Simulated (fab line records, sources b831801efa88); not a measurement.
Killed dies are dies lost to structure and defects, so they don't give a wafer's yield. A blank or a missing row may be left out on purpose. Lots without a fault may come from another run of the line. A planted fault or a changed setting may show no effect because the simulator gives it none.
fab line records | flow sky130
record lots=14 wafers=42 last_day=50
route steps=708 shown LDD_LDN@303 CONTACT@420 PAD_OPEN@708
lots that met no fault: from a run of the same line without faults
start_h: hours from the record's first day to the start of the lot's first wafer shown | wait_h: hours since the lot's step before | " the same as in the row above | L1.1+2: a row that stands for several wafers | - no value, or no start given | * or withheld: withheld | < > ~ a bound
route shown NAME@n: a module of which the file shows steps, and the number in the route of the first | usual: mean/standard deviation of fault-free wafers | same: alike in all rows | chamber/n: place in a boat | sites: the reading at each site | _std_site: their standard deviation | _edge_site: outer sites' mean less inner sites' | radius_mm: how far each site lies from the wafer's centre | mask NAME#n: copy n | behind: the tool/chamber that last shaped the wafer | hold: why the lot was held/for how many hours/how that ended | device: the transistor (n, p or np) that didn't switch | end of line: the same wafers' tests at the end of the route | a step without rows: its recipe alone | killed: dies lost to structure and defects at the first sort, not the wafer's yield | map: a wafer's dies, x killed, . not, _ none there
set.NAME: the setting as run; set.NAME@STEP: as run at that earlier step | model.NAME: the simulator's own value behind a step, which no gauge read
steps of the route over a sample of lots; a table a step, a row a wafer
services: from which hour (start_h, from the record's first day; less than 0 if before it) a tool's chamber was out of use, for how many hours, and why
## steps
# step SKY_LDD_LDN_CLEAN_14
# recipe chemistry=SC1/SC2 mix=1:4:20 temp_c=70 time_s=150 dry=n2_spin
# usual bath_guard_temp_C=70.0/0.43 bath_heat_duty_pct=14.1/1.3
# columns lot.wafer tool chamber start_h wait_h bath_guard_temp_C bath_heat_duty_pct
L295.1 wet_bench-01 1 537.45 0.1 69.8 17.7
L295.2 " 1 " " 69.8 16.1
L295.6 " 1 " " 70.0 16.1
L303.1 wet_bench-01 3 611.61 0.1 - -
L303.3 " 3 " " - -
L303.6 " 3 " " - -
L302.1 wet_bench-03 3 613.60 0.1 - -
L302.3 " 3 " " - -
L302.6 " 3 " " - -
L305.1 wet_bench-03 0 631.50 0.1 69.5 15.0
L305.2 " 0 " " 69.9 14.7
L305.6 " 0 " " 69.6 13.9
L304.4 wet_bench-01 0 632.96 0.0 - -
L304.5 " 0 " " - -
L304.6 " 0 " " - -
L306.2 wet_bench-03 2 640.19 0.0 69.3 11.6
L306.4 " 2 " " 69.4 11.6
L306.5 " 2 " " 69.6 12.2
L308.2 wet_bench-03 2 682.46 0.0 69.5 12.4
L308.5 " 2 " " 69.6 11.9
L308.6 " 2 " " 69.6 12.9
L311.3 wet_bench-03 3 692.46 0.0 69.9 13.0
L311.4 " 3 " " 70.2 13.9
L311.5 " 3 " " 70.1 14.4
L310.1 wet_bench-01 0 694.34 0.1 69.8 14.4
L310.3 " 0 " " 69.9 13.6
L310.5 " 0 " " 69.6 13.9
L312.2 wet_bench-02 1 707.40 0.0 70.8 14.1
L312.3 " 1 " " 70.6 13.1
L312.4 " 1 " " 70.7 12.5
L313.1 wet_bench-03 1 714.20 0.1 70.0 13.7
L313.4 " 1 " " 69.7 14.5
L313.5 " 1 " " 69.6 13.8
L314.3 wet_bench-03 1 720.29 0.0 69.9 14.3
L314.4 " 1 " " 69.3 14.1
L314.5 " 1 " " 69.6 14.2
L315.1 wet_bench-03 0 721.49 0.1 69.6 14.6
L315.3 " 0 " " 69.5 14.0
L315.5 " 0 " " 69.7 14.8
L316.1 wet_bench-03 1 730.14 0.1 69.6 14.9
L316.2 " 1 " " 69.6 14.7
L316.3 " 1 " " 69.5 13.9
# step SKY_CONTACT_CD_MEAS_14
# recipe target_cd_nm=170
# usual cd_nm=169.7/1.4
# columns lot.wafer tool chamber start_h wait_h cd_nm
L295.1 cd_sem-02 - 744.41 - 169.0
L295.2 " - " " 170.9
L295.6 " - " " 169.3
L303.1 cd_sem-02 - 809.42 - 171.0
L303.3 " - " " 170.3
L303.6 " - " " 169.9
L302.1 cd_sem-02 - 813.06 - 170.8
L302.3 " - " " 168.1
L302.6 " - " " 169.6
L305.1 cd_sem-01 - 825.56 - 169.6
L305.2 " - " " 171.7
L305.6 " - " " 170.6
L304.4 cd_sem-02 - 832.93 - 169.3
L304.5 " - " " 169.5
L304.6 " - " " 171.0
L306.2 cd_sem-02 - 834.73 - 171.4
L306.4 " - " " 171.5
L306.5 " - " " 170.9
L308.2 cd_sem-01 - 873.93 - 166.9
L308.5 " - " " 167.0
L308.6 " - " " 167.2
L311.3 cd_sem-01 - 885.81 - 170.0
L311.4 " - " " 170.2
L311.5 " - " " 171.0
L310.1 cd_sem-01 - 886.92 - 171.6
L310.3 " - " " 171.2
L310.5 " - " " 171.1
L312.2 cd_sem-01 - 898.08 - 170.5
L312.3 " - " " 169.6
L312.4 " - " " 170.2
L313.1 cd_sem-01 - 903.01 - 167.2
L313.4 " - " " 168.3
L313.5 " - " " 168.9
L314.3 cd_sem-01 - 911.25 - 169.6
L314.4 " - " " 170.3
L314.5 " - " " 169.6
L315.1 cd_sem-01 - 911.62 - 171.8
L315.3 " - " " 171.1
L315.5 " - " " 172.9
L316.1 cd_sem-01 - 931.37 - 171.1
L316.2 " - " " 170.0
L316.3 " - " " 170.6
# step SKY_CONTACT_SPUTTER_23
# recipe material=TiN target_thk_nm=20 chamber_pressure_pa=5 power_w=4000 time_s=80
# usual throttle_valve_pct=29.6/1.3
# columns lot.wafer tool chamber start_h wait_h throttle_valve_pct
L295.1 pvd_sputter-04 - 745.29 0.0 27.2
L295.2 " - " " 30.1
L295.6 " - " " 27.3
L303.1 pvd_sputter-04 - 810.39 0.0 30.6
L303.3 " - " " 27.2
L303.6 " - " " 30.9
L302.1 pvd_sputter-03 - 813.94 0.0 27.9
L302.3 " - " " 29.3
L302.6 " - " " 32.1
L305.1 pvd_sputter-03 - 826.44 0.0 29.3
L305.2 " - " " 32.1
L305.6 " - " " 30.1
L304.4 pvd_sputter-04 - 833.78 0.0 29.9
L304.5 " - " " 30.1
L304.6 " - " " 27.3
L306.2 pvd_sputter-02 - 835.60 0.0 29.3
L306.4 " - " " 29.2
L306.5 " - " " 29.1
L308.2 pvd_sputter-04 - 874.79 0.0 27.2
L308.5 " - " " 29.9
L308.6 " - " " 27.2
L311.3 pvd_sputter-03 - 886.69 0.0 30.4
L311.4 " - " " 32.0
L311.5 " - " " 27.6
L310.1 pvd_sputter-04 - 887.80 0.0 29.8
L310.3 " - " " 30.3
L310.5 " - " " 30.7
L312.2 pvd_sputter-02 - 898.94 0.0 29.1
L312.3 " - " " 29.2
L312.4 " - " " 29.2
L313.1 pvd_sputter-04 - 903.89 0.0 30.7
L313.4 " - " " 30.1
L313.5 " - " " 29.9
L314.3 pvd_sputter-02 - 912.09 0.0 29.3
L314.4 " - " " 29.3
L314.5 " - " " 29.2
L315.1 pvd_sputter-04 - 912.50 0.0 29.8
L315.3 " - " " 30.3
L315.5 " - " " 30.6
L316.1 pvd_sputter-02 - 932.26 0.0 29.1
L316.2 " - " " 29.5
L316.3 " - " " 29.3
# step SKY_CONTACT_RS_MEAS_25
# recipe thk_meas_gauge=four-point-probe reads=W_of_CONTACT_CVD_24+TiN_of_CONTACT_SPUTTER_23
# usual CONTACT_W_RS=0.340/0.0035
# columns lot.wafer tool chamber start_h wait_h CONTACT_W_RS[ohm/sq]
L295.1 film_metro-04 - 745.46 0.1 0.336
L295.2 " - " " 0.344
L295.6 " - " " 0.341
L303.1 film_metro-01 - 810.56 0.1 0.337
L303.3 " - " " 0.341
L303.6 " - " " 0.334
L302.1 film_metro-04 - 814.11 0.1 0.342
L302.3 " - " " 0.337
L302.6 " - " " 0.341
L305.1 film_metro-04 - 826.61 0.1 0.342
L305.2 " - " " 0.343
L305.6 " - " " 0.346
L304.4 film_metro-01 - 833.98 0.1 0.341
L304.5 " - " " 0.337
L304.6 " - " " 0.338
L306.2 film_metro-03 - 835.79 0.1 0.341
L306.4 " - " " 0.345
L306.5 " - " " 0.348
L308.2 film_metro-03 - 874.98 0.1 0.344
L308.5 " - " " 0.345
L308.6 " - " " 0.342
L311.3 film_metro-03 - 886.90 0.1 0.347
L311.4 " - " " 0.347
L311.5 " - " " 0.343
L310.1 film_metro-01 - 887.97 0.1 0.336
L310.3 " - " " 0.342
L310.5 " - " " 0.339
L312.2 film_metro-03 - 899.13 0.1 0.342
L312.3 " - " " 0.339
L312.4 " - " " 0.335
L313.1 film_metro-04 - 904.06 0.1 0.338
L313.4 " - " " 0.338
L313.5 " - " " 0.344
L314.3 film_metro-01 - 912.30 0.1 0.340
L314.4 " - " " 0.336
L314.5 " - " " 0.340
L315.1 film_metro-04 - 912.67 0.1 0.339
L315.3 " - " " 0.343
L315.5 " - " " 0.341
L316.1 film_metro-03 - 932.43 0.1 0.335
L316.2 " - " " 0.336
L316.3 " - " " 0.334
# step SKY_PAD_OPEN_PROBE_99
# usual killed_at_M0_to_M3=44/7.2 killed_at_M4_up=3.0/1.8 killed_at_contacts=24/5.4 killed_at_front_end=14/4.4 killed_at_other=0.4/0.64 killed_dies=86/9.4 killed_open=47/7.7 killed_short=39/5.8
# same gross_dies=492 killed_at_back_side=0
# columns lot.wafer tool chamber start_h wait_h killed_at_M0_to_M3 killed_at_M4_up killed_at_contacts killed_at_front_end killed_at_other killed_dies killed_open killed_short
L303.1 prober-01 - 1130.61 0.1 45 2 17 12 0 76 43 33
L303.3 prober-01 - 1130.71 0.2 46 3 25 15 0 89 44 45
L303.6 prober-01 - 1130.86 0.2 59 0 26 16 0 101 60 41
L302.1 prober-02 - 1132.08 0.1 43 3 26 25 0 97 56 41
L302.3 prober-02 - 1132.18 0.2 56 3 19 22 0 100 61 39
L302.6 prober-02 - 1132.33 0.2 52 1 21 20 0 94 46 48
L304.4 prober-02 - 1149.28 0.2 47 2 26 23 0 98 49 49
L304.5 prober-02 - 1149.33 0.2 34 3 29 19 0 85 47 37
L304.6 prober-02 - 1149.38 0.2 43 1 23 12 0 79 41 38
# killed by level:class
L303.1 VIA1:geometric_particle:open=9 VIA3:geometric_particle:open=7 METAL2:geometric_particle:short=6 LI_CONTACT:geometric_particle:open=5 CONTACT:geometric_particle:open=5 VIA2:geometric_particle:open=5 LI_CONTACT:geometric_particle:short=4 FIELD_ISO:geometric_particle:open=4
L303.3 LI_CONTACT:geometric_particle:open=9 VIA1:geometric_particle:open=9 METAL2:geometric_particle:short=8 VIA2:geometric_particle:open=8 METAL3:geometric_particle:short=7 SPACER:geometric_particle:short=5 VIA3:geometric_particle:short=4 LI_CONTACT:geometric_particle:short=4
L303.6 VIA1:geometric_particle:open=15 LI_CONTACT:geometric_particle:open=9 VIA2:geometric_particle:open=8 CONTACT:geometric_particle:open=7 VIA2:geometric_particle:short=7 VIA1:geometric_particle:short=5 VIA3:geometric_particle:open=5 METAL2:geometric_particle:short=4
L302.1 CONTACT:geometric_particle:open=13 VIA1:geometric_particle:open=13 CONTACT:geometric_particle:short=7 VIA2:geometric_particle:open=7 VIA1:geometric_particle:short=6 SPACER:geometric_particle:short=6 SPACER:geometric_particle:open=6 LI_CONTACT:geometric_particle:open=6
L302.3 VIA1:geometric_particle:open=12 CONTACT:geometric_particle:open=10 VIA3:geometric_particle:open=7 METAL2:geometric_particle:short=7 FIELD_ISO:geometric_particle:short=6 LI_CONTACT:geometric_particle:open=6 METAL1:geometric_particle:short=6 VIA2:geometric_particle:open=6
L302.6 VIA1:geometric_particle:open=12 LI_CONTACT:geometric_particle:open=8 METAL2:geometric_particle:short=7 METAL3:geometric_particle:short=7 METAL1:geometric_particle:short=6 SPACER:geometric_particle:open=5 CONTACT:geometric_particle:open=5 VIA2:geometric_particle:open=5
L304.4 VIA1:geometric_particle:open=13 LOCAL_INTERCONNECT:geometric_particle:short=10 POLY_GATE:geometric_particle:open=7 CONTACT:geometric_particle:open=7 VIA3:geometric_particle:open=6 VIA2:geometric_particle:short=6 POLY_GATE:geometric_particle:short=5 METAL3:geometric_particle:short=5
L304.5 LI_CONTACT:geometric_particle:open=10 VIA1:geometric_particle:open=9 CONTACT:geometric_particle:open=8 METAL2:geometric_particle:short=7 LI_CONTACT:geometric_particle:short=5 SPACER:geometric_particle:open=5 VIA1:geometric_particle:short=5 POLY_GATE:geometric_particle:open=4
L304.6 CONTACT:geometric_particle:open=10 LI_CONTACT:geometric_particle:open=7 VIA1:geometric_particle:open=7 VIA2:geometric_particle:short=7 VIA3:geometric_particle:open=6 CONTACT:geometric_particle:short=5 METAL2:geometric_particle:short=5 VIA2:geometric_particle:open=5
## services
# columns tool chamber start_h hours kind
pvd_sputter-04 - 521.53 3.5 repair
pvd_sputter-04 - 529.81 1.7 repair
pvd_sputter-02 - 534.95 1.1 repair
wet_bench-01 - 573.75 2.8 repair
wet_bench-02 - 652.78 1.3 repair
pvd_sputter-02 - 714.69 1.1 repair
wet_bench-02 - 730.26 1.9 pm
pvd_sputter-04 - 757.59 7.3 repair
pvd_sputter-04 - 799.92 4.6 repair
wet_bench-02 - 821.62 1.5 repair
pvd_sputter-02 - 850.07 1.9 repair
wet_bench-03 - 890.89 3.8 repair
pvd_sputter-04 - 925.17 3.5 repair
## key
first_sign step=SKY_LDD_LDN_CLEAN_14 reading=tool_record direction=missing
effect none on later readings
met_at SKY_LDD_LDN_CLEAN_14
struck_lots L302,L303,L304
tester_left_out L302,L303,L304
not_acting_at SKY_CONTACT_CD_MEAS_14,SKY_CONTACT_SPUTTER_23,SKY_CONTACT_RS_MEAS_25
onset_between 537.45 611.61
fault kind=skipped_step_whole tool=wet_bench-01,wet_bench-03 chamber=- onset_h=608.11 steps=SKY_LDD_LDN_CLEAN_14 scope=struck_lots_only
# tester_left_out: of these lots the tester's yield and bins aren't shown, on N5 and GAA mostly nor the transistor test; their killed dies are dies lost to structure and defects alone, not to doping, threshold or leakage, so they don't give the yield
